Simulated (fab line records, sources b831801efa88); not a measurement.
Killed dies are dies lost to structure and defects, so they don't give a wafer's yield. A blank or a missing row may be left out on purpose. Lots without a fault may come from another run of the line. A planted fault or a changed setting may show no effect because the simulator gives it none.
A struck lot beside a sound one | flow sky130 | 17 steps out of a route of 708
Sound: wafers L225.3, L225.4, L225.5. Struck: wafers L240.3, L240.4, L240.6. The cause comes at the end.
At each step with rows: each side's tool, then ch and its chambers, then its first start. Under that, the readings that differ: sound wafers | struck wafers | difference of the means | sigmas: that difference in standard deviations of wafers without a fault.
alike: readings whose means differ by less than 2 such deviations, and words and numbers that are the same on both sides. not compared: withheld readings, readings that some wafer has no value for, bounds like >300 that may hide the same value, and numbers for which the record gives no deviation and whose values overlap.
The two part at a step that has a row with sigmas, a row that says differs or no value, or rows on one side only. Numbers that don't overlap but have no deviation are shown without sigmas and don't part them. A reading that every wafer of one side lacks parts them only if that side has two wafers or more.

SKY_LDD_P_OVL_MEAS_08:
  sound on overlay-02, day 20 21:23; struck on overlay-01, day 25 22:37
  alike: LDD_P_OVL
then, 1 step without rows for these wafers: SKY_LDD_P_IMPLANT_09.
SKY_LDD_P_STRIP_10: strips in O2/N2.
  sound on plasma_asher-02 ch 0,1, day 20 21:35; struck on plasma_asher-02 ch 0,1, day 25 22:50
  alike: drypump_motor_current_A, oes_product_au, strip_time_to_endpoint_s
  not compared: rf_hours_counter_h
SKY_LDD_P_TW_MEAS_11:
  sound on film_metro-03, day 20 21:41; struck on film_metro-02, day 25 22:55
  alike: LDD_P_TW
then, 7 steps without rows for these wafers: SKY_LDD_HVN_DEHYDRATE_00 (time 60 s); SKY_LDD_HVN_HMDS_01 (prime time 60 s); SKY_LDD_HVN_COAT_02 (resist thk 300 nm); SKY_LDD_HVN_SOFTBAKE_03 (time 60 s); SKY_LDD_HVN_EXPOSE_04 (exposes mask HVNTM, target cd 700 nm); SKY_LDD_HVN_PEB_05; SKY_LDD_HVN_DEVELOP_06 (develop time 60 s).
SKY_LDD_HVN_OVL_MEAS_07:
  sound on overlay-01, day 22 04:03; struck on overlay-01, day 27 03:46
  reading          | sound       | struck        | difference | sigmas
  LDD_HVN_OVL (nm) | 0.4 1.9 3.0 | 1.3 -3.1 -0.8 | -2.6       | -2
SKY_LDD_HVN_IMPLANT_08:
  sound on implanter-03 ch 0, day 22 04:08; struck on implanter-03 ch 0, day 27 03:50
  reading            | sound                         | struck                        | difference | sigmas
  dose_ions_cm2      | 3.003e+13 2.998e+13 2.997e+13 | 1.791e+13 1.797e+13 1.792e+13 | -1.206e+13 | -99 or more
  faraday_current_uA | 171 162 167                   | 102 98 103                    | -66        | -20
SKY_LDD_HVN_STRIP_09: strips in O2/N2.
  sound on plasma_asher-01 ch 0,1, day 22 04:16; struck on plasma_asher-03 ch 0,1, day 27 03:58
  alike: drypump_motor_current_A, oes_product_au, strip_time_to_endpoint_s
  not compared: rf_hours_counter_h
SKY_LDD_HVN_TW_MEAS_10:
  sound on film_metro-03, day 22 04:21; struck on film_metro-01, day 27 04:04
  reading    | sound          | struck         | difference | sigmas
  LDD_HVN_TW | 1428 1437 1436 | 1228 1229 1230 | -205       | -11
then, 1 step without rows for these wafers: SKY_LDD_HVP_DEHYDRATE_00 (time 60 s).
-- the record jumps here: 23 days lie between the struck wafers' starts before and after (it left off in module LDD_HVP and takes up again in module PAD_OPEN, whose first step shown is number 708 of the route) --
SKY_PAD_OPEN_PROBE_99:
  sound on prober-02, day 46 22:05; struck on prober-02, day 49 22:42
  reading                                 | sound               | struck               | difference | sigmas
  model.etest.tip_n_5v.rs_ohm_sq          | 1382 1364 1367      | 2011 2025 2030       | +651       |
  model.etest.nfet_g5v0d10v5.r_on_ohm_um  | 1868 1871 1891      | 1938 1947 1957       | +71        |
  model.etest.tip_n_5v.rs_ohm_sq_range    | 19.78 28.45 35.53   | 81.69 52.6 59.04     | +36.52     |
  model.etest.nfet_g5v0d10v5.drive_ua_um  | 604.1 611.9 600.4   | 592.1 588.1 578.5    | -19.2      |
  model.etest.ring_5v.delay_ps            | 44.12 43.89 43.79   | 45.24 44.74 45.23    | +1.14      |
  model.etest.nfet_g5v0d10v5.vt_sat_v (V) | 0.7677 0.749 0.7561 | 0.7753 0.7856 0.7947 | +0.0276    |
  alike: killed_at_M0_to_M3, killed_at_M4_up, killed_at_contacts, killed_at_front_end, killed_at_other, killed_dies, killed_open, killed_short
  not compared: model.etest.nfet_05v0_nvt.drive_ua_um, model.etest.nfet_g5v0d10v5.vt_v

WHERE THEY PART
First at SKY_LDD_HVN_OVL_MEAS_07; last, within this record, at SKY_LDD_HVN_TW_MEAS_10. Later steps at which nothing parts them and some readings are alike: SKY_PAD_OPEN_PROBE_99.

WHY: what the simulator had put in
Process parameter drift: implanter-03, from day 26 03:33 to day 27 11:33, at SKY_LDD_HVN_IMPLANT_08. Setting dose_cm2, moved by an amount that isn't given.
